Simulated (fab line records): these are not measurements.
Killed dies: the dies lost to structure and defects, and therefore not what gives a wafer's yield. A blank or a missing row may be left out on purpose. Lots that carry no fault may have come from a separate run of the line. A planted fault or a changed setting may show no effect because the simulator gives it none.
fab line records -- flow sky130
[record] lots = 5, wafers = 15, last_day = 51
route steps=708 shown LI_CONTACT@369 PAD_OPEN@708
lots with no fault: from the same line, run without faults
start_h: the number of hours between the record's first day and the start of the first shown wafer of the lot -- wait_h: hours elapsed since this lot's preceding step -- " same as the row above -- L1.1+2: several wafers, shown together as one row -- - either no value or no given start -- * or withheld: withheld -- < > ~ a bound
route shown NAME@n: NAME is a module with steps in the file, n the number in the route of the first one -- usual: mean/standard deviation of fault-free wafers -- same: alike in all rows -- chamber/n: place in a boat -- sites: each site's reading -- _std_site: standard deviation of those values -- _edge_site: outer sites' mean less inner sites' -- radius_mm: for every site, how far away it sits from the centre of the wafer -- mask NAME#n: copy n -- behind: the last tool/chamber to shape the wafer -- hold: cause of the lot's hold/its duration in hours/its outcome -- device: the transistor (n, p or np) that didn't switch -- end of line: the same wafers' tests at the end of the route -- a step without rows: its recipe alone -- killed: dies lost to structure and defects at the first sort, not the wafer's yield -- map: a wafer's dies, x killed, . not, _ none there
set.NAME: the setting that was run; set.NAME@STEP: the one run at that earlier step -- model.NAME: the simulator's own value behind a step, which no gauge read
a table for each step, a row for each wafer; lots at some steps of the route
services: when a tool's chamber went out of use (start_h, in hours from the record's first day, below 0 if earlier), for how many hours, and the reason
[[steps]]
[step SKY_LI_CONTACT_COAT_07]
[recipe] resist = KrF-thick, spin_rpm = 3000, resist_thk_nm = 450
[step SKY_LI_CONTACT_SOFTBAKE_08]
[recipe] temp_c = 100, time_s = 90, resist = KrF-thick
[step SKY_LI_CONTACT_EXPOSE_09]
[recipe] mask_id = LICM1, na = 0.8, source_shape = annular, sigma_inner = 0.55, sigma_outer = 0.85, target_cd_nm = 170, dose_mj = 38
[step SKY_LI_CONTACT_PEB_10]
[recipe] peb_temp_c = withheld, peb_time_s = withheld, resist = KrF-thick
[step SKY_LI_CONTACT_DEVELOP_11]
[recipe] develop_time_s = 60, resist = KrF-thick, dev_temp_c = 21
[step SKY_LI_CONTACT_CD_MEAS_12]
[recipe] target_cd_nm = 170
[usual] cd_nm = 170.5/1.7
lot.wafer,tool,chamber,start_h,wait_h,cd_nm
L726.4,cd_sem-01,-,670.22,-,169.4
L726.5,cd_sem-01,-,670.22,-,169.4
L726.6,cd_sem-01,-,670.22,-,169.7
L729.2,cd_sem-02,-,707.13,-,168.1
L729.3,cd_sem-02,-,707.13,-,170.4
L729.6,cd_sem-02,-,707.13,-,170.1
L735.3,cd_sem-02,-,752.85,-,170.6
L735.4,cd_sem-02,-,752.85,-,170.7
L735.6,cd_sem-02,-,752.85,-,170.9
L744.1,cd_sem-01,-,812.96,-,170.5
L744.2,cd_sem-01,-,812.96,-,170.9
L744.5,cd_sem-01,-,812.96,-,169.2
L748.2,cd_sem-01,-,877.18,-,169.0
L748.5,cd_sem-01,-,877.18,-,168.6
L748.6,cd_sem-01,-,877.18,-,169.0
[step SKY_LI_CONTACT_OVL_MEAS_13]
[usual] LI_CONTACT_OVL = -4/5.2
lot.wafer,tool,chamber,start_h,wait_h,LI_CONTACT_OVL[nm]
L726.4,overlay-01,-,670.29,0.1,-1
L726.5,overlay-01,-,670.29,0.1,0
L726.6,overlay-01,-,670.29,0.1,-2
L729.2,overlay-01,-,707.24,0.1,-6
L729.3,overlay-01,-,707.24,0.1,-8
L729.6,overlay-01,-,707.24,0.1,-1
L735.3,overlay-02,-,752.94,0.1,-2
L735.4,overlay-02,-,752.94,0.1,-8
L735.6,overlay-02,-,752.94,0.1,-4
L744.1,overlay-02,-,813.08,0.1,-7
L744.2,overlay-02,-,813.08,0.1,-6
L744.5,overlay-02,-,813.08,0.1,-15
L748.2,overlay-02,-,877.28,0.1,-9
L748.5,overlay-02,-,877.28,0.1,-7
L748.6,overlay-02,-,877.28,0.1,-8
[step SKY_LI_CONTACT_ETCH_14]
[recipe] chemistry = N2/H2, target = BARC, ion_energy_ev = 200, source_w = 500, bias_w = 97.31, pressure_mtorr = 30, n2_flow_sccm = 100, h2_flow_sccm = 200, stop_on = SiO2, time_s = 45.9, target_depth_a = 600
[usual] drypump_motor_current_A = 5.8/0.37, oes_product_au = 0.854/0.0045, throttle_valve_pct = 13.225/0.0087
lot.wafer,tool,chamber,start_h,wait_h,drypump_motor_current_A,oes_product_au,rf_hours_counter_h,throttle_valve_pct
L726.4,rie_diel-02,2,670.31,0.0,5.7,0.855,3,13.227
L726.5,rie_diel-02,1,670.31,0.0,6.0,0.859,-,13.200
L726.6,rie_diel-02,2,670.31,0.0,5.7,0.851,-,13.234
L729.2,rie_diel-04,2,707.27,0.0,5.6,0.857,4,13.223
L729.3,rie_diel-04,1,707.27,0.0,6.0,0.860,11,13.220
L729.6,rie_diel-04,0,707.27,0.0,5.5,0.857,-,13.224
L735.3,rie_diel-02,2,752.96,0.0,5.7,0.855,5,13.228
L735.4,rie_diel-02,0,752.96,0.0,5.9,0.852,0,13.245
L735.6,rie_diel-02,1,752.96,0.0,6.0,0.856,-,13.236
L744.1,rie_diel-02,0,813.11,0.0,5.9,0.847,2,13.229
L744.2,rie_diel-02,1,813.11,0.0,5.9,0.851,20,13.216
L744.5,rie_diel-02,3,813.11,0.0,5.7,0.846,-,13.240
L748.2,rie_diel-01,3,877.31,0.0,6.0,0.859,15,13.231
L748.5,rie_diel-01,0,877.31,0.0,6.3,0.856,-,13.225
L748.6,rie_diel-01,3,877.31,0.0,6.0,0.858,-,13.222
[step SKY_LI_CONTACT_ETCH_15]
[recipe] target = PSG, chemistry = C4F8/O2/Ar, stop_on = Si, taper_deg = 4.15, mask_material = KrF-thick, source_w = 1500, bias_w = 1200, pressure_mtorr = 40, c4f8_flow_sccm = withheld, O2_flow_sccm = 6, Ar_flow_sccm = 300, time_s = withheld, target_depth_a = 6000
[usual] oes_product_au = 0.836/0.0047
lot.wafer,tool,chamber,start_h,wait_h,oes_product_au
L726.4,rie_diel-02,2,670.35,0.0,0.831
L726.5,rie_diel-02,1,670.35,0.0,0.839
L726.6,rie_diel-02,2,670.35,0.0,0.841
L729.2,rie_diel-04,2,707.31,0.0,0.838
L729.3,rie_diel-04,1,707.31,0.0,0.836
L729.6,rie_diel-04,0,707.31,0.0,0.834
L735.3,rie_diel-02,2,753.01,0.0,0.834
L735.4,rie_diel-02,0,753.01,0.0,0.832
L735.6,rie_diel-02,1,753.01,0.0,0.830
L744.1,rie_diel-02,0,813.16,0.0,0.834
L744.2,rie_diel-02,1,813.16,0.0,0.834
L744.5,rie_diel-02,3,813.16,0.0,0.831
L748.2,rie_diel-01,3,877.36,0.0,0.830
L748.5,rie_diel-01,0,877.36,0.0,0.833
L748.6,rie_diel-01,3,877.36,0.0,0.835
[step SKY_LI_CONTACT_STRIP_16]
[recipe] chemistry = O2/N2, power_w = 1400, pressure_mtorr = 1500, platen_temp_c = withheld, o2_flow_sccm = 3000, n2_flow_sccm = 300, overash_fraction = 0.5
[usual] drypump_motor_current_A = 5.8/0.48, oes_product_au = 0.376/0.0048, strip_time_to_endpoint_s = 3.506/0.027
lot.wafer,tool,chamber,start_h,wait_h,drypump_motor_current_A,oes_product_au,rf_hours_counter_h,strip_time_to_endpoint_s
L726.4,plasma_asher-04,1,670.47,-,6.0,0.378,-,3.523
L726.5,plasma_asher-04,1,670.47,-,6.0,0.384,-,3.525
L726.6,plasma_asher-04,0,670.47,-,6.4,0.377,-,3.506
L729.2,plasma_asher-01,1,707.40,-,5.9,0.374,100,3.502
L729.3,plasma_asher-01,0,707.40,-,5.5,0.368,-,3.460
L729.6,plasma_asher-01,0,707.40,-,5.5,0.376,-,3.494
L735.3,plasma_asher-01,0,753.13,-,5.5,0.379,-,3.533
L735.4,plasma_asher-01,1,753.13,-,5.9,0.375,-,3.503
L735.6,plasma_asher-01,0,753.13,-,5.5,0.373,-,3.514
L744.1,plasma_asher-02,1,813.24,-,4.9,0.367,67,3.472
L744.2,plasma_asher-02,0,813.24,-,5.7,0.372,67,3.539
L744.5,plasma_asher-02,1,813.24,-,4.9,0.370,-,3.541
L748.2,plasma_asher-04,0,877.44,-,6.4,0.375,46,3.449
L748.5,plasma_asher-04,1,877.44,-,5.9,0.385,-,3.487
L748.6,plasma_asher-04,0,877.44,-,6.4,0.376,-,3.505
[step SKY_LI_CONTACT_CLEAN_17]
[recipe] chemistry = NMP, time_s = 600, temp_c = 60, dry = n2_spin
[step SKY_LI_CONTACT_PRE_CLEAN_18]
[recipe] gas = Ar, time_s = 5.6, bias_v = 358
[step SKY_LI_CONTACT_SPUTTER_19]
[recipe] material = Ti, target_thk_nm = 20, chamber_pressure_pa = 5, power_w = 2500, substrate_temp_c = 200, time_s = 106.37
[usual] cathode_dc_power_W = 2500.0/0.42, throttle_valve_pct = 30.1/1.2
lot.wafer,tool,chamber,start_h,wait_h,cathode_dc_power_W,throttle_valve_pct,model.Ti_of_LI_CONTACT_SPUTTER_19.thk_nm
L726.4,pvd_sputter-03,-,670.73,0.0,2499.8,28.5,20.03
L726.5,pvd_sputter-03,-,670.73,0.0,2499.7,30.4,19.92
L726.6,pvd_sputter-03,-,670.73,0.0,2499.8,29.8,20.14
L729.2,pvd_sputter-04,-,707.73,0.0,2500.7,27.8,19.85
L729.3,pvd_sputter-04,-,707.73,0.0,2499.7,29.6,19.98
L729.6,pvd_sputter-04,-,707.73,0.0,2499.8,30.0,19.81
L735.3,pvd_sputter-04,-,753.41,0.0,2500.5,29.9,20.02
L735.4,pvd_sputter-04,-,753.41,0.0,2589.0,31.2,20.72
L735.6,pvd_sputter-04,-,753.41,0.0,2499.9,28.1,20.03
L744.1,pvd_sputter-03,-,813.55,0.0,2499.6,29.9,19.97
L744.2,pvd_sputter-03,-,813.55,0.0,2500.0,30.0,20.13
L744.5,pvd_sputter-03,-,813.55,0.0,2500.4,28.6,19.97
L748.2,pvd_sputter-03,-,877.74,0.0,2499.4,28.6,20.04
L748.5,pvd_sputter-03,-,877.74,0.0,2499.9,29.9,20.02
L748.6,pvd_sputter-03,-,877.74,0.0,2500.7,29.9,19.98
[step SKY_LI_CONTACT_SPUTTER_20]
[recipe] material = TiN, target_thk_nm = 20, chamber_pressure_pa = 5, power_w = 4000, time_s = 80
[usual] cathode_dc_power_W = 3999.9/0.65, throttle_valve_pct = 30.1/1.2
lot.wafer,tool,chamber,start_h,wait_h,cathode_dc_power_W,throttle_valve_pct
L726.4,pvd_sputter-03,-,670.81,0.0,3999.5,28.7
L726.5,pvd_sputter-03,-,670.81,0.0,4000.2,30.2
L726.6,pvd_sputter-03,-,670.81,0.0,4000.8,30.0
L729.2,pvd_sputter-04,-,707.88,0.1,4000.5,28.0
L729.3,pvd_sputter-04,-,707.88,0.1,3999.5,29.5
L729.6,pvd_sputter-04,-,707.88,0.1,3999.3,29.9
L735.3,pvd_sputter-04,-,753.56,0.1,3999.8,29.9
L735.4,pvd_sputter-04,-,753.56,0.1,3999.3,31.4
L735.6,pvd_sputter-04,-,753.56,0.1,4000.3,27.8
L744.1,pvd_sputter-03,-,813.63,0.0,3999.9,29.7
L744.2,pvd_sputter-03,-,813.63,0.0,4000.7,30.2
L744.5,pvd_sputter-03,-,813.63,0.0,4000.2,28.7
L748.2,pvd_sputter-03,-,877.81,0.0,3999.2,28.5
L748.5,pvd_sputter-03,-,877.81,0.0,4000.0,29.9
L748.6,pvd_sputter-03,-,877.81,0.0,3999.8,30.1
[step SKY_PAD_OPEN_PROBE_99]
[usual] killed_at_M0_to_M3 = 44/6.8, killed_at_M4_up = 2.9/1.9, killed_at_contacts = 24/5.2, killed_at_front_end = 16/4.1, killed_at_other = 0.4/0.74, killed_dies = 88/9.1, killed_open = 48/7.2, killed_short = 39/5.6
[same] gross_dies = 492, killed_at_back_side = 0
lot.wafer,tool,chamber,start_h,wait_h,killed_at_M0_to_M3,killed_at_M4_up,killed_at_contacts,killed_at_front_end,killed_at_other,killed_dies,killed_open,killed_short
L735.3,prober-02,-,1132.05,0.2,39,1,19,16,0,75,41,34
L735.4,prober-02,-,1132.10,0.2,34,2,32,14,0,82,42,39
L735.6,prober-02,-,1132.20,0.2,42,1,18,18,0,79,42,37
L744.1,prober-02,-,1172.77,0.1,37,3,20,11,1,72,37,35
L744.2,prober-02,-,1172.82,0.1,30,2,27,18,0,77,36,41
L744.5,prober-02,-,1172.97,0.2,39,3,26,7,0,75,40,35
// killed by level:class
L735.3 VIA3:geometric_particle:open=9 VIA1:geometric_particle:open=9 LI_CONTACT:geometric_particle:open=6 METAL1:geometric_particle:short=5 FIELD_ISO:geometric_particle:short=4 VIA1:geometric_particle:short=4 CONTACT:geometric_particle:open=4 POLY_GATE:geometric_particle:open=3
L735.4 CONTACT:geometric_particle:open=15 VIA1:geometric_particle:open=7 LI_CONTACT:geometric_particle:open=7 FIELD_ISO:geometric_particle:short=6 METAL1:geometric_particle:short=5 LOCAL_INTERCONNECT:geometric_particle:short=5 VIA3:geometric_particle:open=5 VIA2:geometric_particle:open=4
L735.6 VIA1:geometric_particle:open=9 LI_CONTACT:geometric_particle:open=6 LOCAL_INTERCONNECT:geometric_particle:short=6 VIA2:geometric_particle:open=6 VIA3:geometric_particle:open=6 FIELD_ISO:geometric_particle:open=5 METAL2:geometric_particle:short=5 FIELD_ISO:geometric_particle:short=4
L744.1 VIA1:geometric_particle:open=9 CONTACT:geometric_particle:open=6 CONTACT:geometric_particle:short=5 VIA3:geometric_particle:open=5 VIA1:geometric_particle:short=4 VIA2:geometric_particle:open=4 SPACER:geometric_particle:short=3 LI_CONTACT:geometric_particle:open=3
L744.2 CONTACT:geometric_particle:open=11 LI_CONTACT:geometric_particle:open=6 CONTACT:geometric_particle:short=6 METAL2:geometric_particle:short=6 FIELD_ISO:geometric_particle:open=5 POLY_GATE:geometric_particle:short=5 VIA1:geometric_particle:open=5 METAL1:geometric_particle:short=4
L744.5 VIA1:geometric_particle:open=12 LI_CONTACT:geometric_particle:open=7 CONTACT:geometric_particle:open=7 METAL1:geometric_particle:short=7 LOCAL_INTERCONNECT:geometric_particle:short=5 VIA3:geometric_particle:open=5 LI_CONTACT:geometric_particle:short=4 CONTACT:geometric_particle:short=3
[[services]]
tool,chamber,start_h,hours,kind
rie_diel-02,-,655.58,0.3,repair
plasma_asher-02,-,657.76,7.0,repair
plasma_asher-02,-,664.72,15.6,pm
rie_diel-04,1,676.47,2.1,repair
rie_diel-02,-,689.08,0.9,repair
rie_diel-04,-,700.33,0.4,repair
plasma_asher-02,-,706.14,21.4,repair
pvd_sputter-03,2,707.06,-,consumable_replace:kit
pvd_sputter-03,2,707.06,18.0,scheduled_down
pvd_sputter-03,2,707.06,18.0,vent_cycle
pvd_sputter-03,-,711.25,1.7,repair
pvd_sputter-04,-,716.89,2.3,repair
plasma_asher-01,-,718.63,0.3,repair
pvd_sputter-03,-,720.08,3.6,repair
plasma_asher-04,-,721.55,1.0,repair
rie_diel-02,0,730.73,-,clean
plasma_asher-01,-,733.75,9.0,pm
rie_diel-04,0,739.97,2.8,repair
plasma_asher-02,-,764.30,0.4,repair
rie_diel-04,0,776.11,3.2,repair
rie_diel-02,1,780.02,6.7,repair
pvd_sputter-03,-,815.93,4.4,repair
rie_diel-01,3,825.12,16.6,repair
pvd_sputter-03,-,868.06,1.0,repair
[[key]]
[first_sign] step = SKY_LI_CONTACT_SPUTTER_19, reading = cathode_dc_power_W, direction = up, sigmas = 99+, usual = 2500.0, struck = 2589.0
effect none on later readings
[model_effect] step = SKY_LI_CONTACT_SPUTTER_19, value = Ti_of_LI_CONTACT_SPUTTER_19.thk_nm, without = 20.01, struck = 20.72
met_at SKY_LI_CONTACT_SPUTTER_19
struck_wafers L735.4
tester_left_out L735
[fault] kind = process_parameter_drift, tool = pvd_sputter-04, chamber = -, onset_h = 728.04, steps = SKY_LI_CONTACT_SPUTTER_19, channel = power_w, offset = *, shape = step, end_h = 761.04, acts_in = *, stated = *, scope = struck_wafers_only
// tester_left_out: of these lots the tester's yield and bins aren't shown, on N5 and GAA mostly nor the transistor test; their killed dies are dies lost to structure and defects alone, not to doping, threshold or leakage, so they don't give the yield
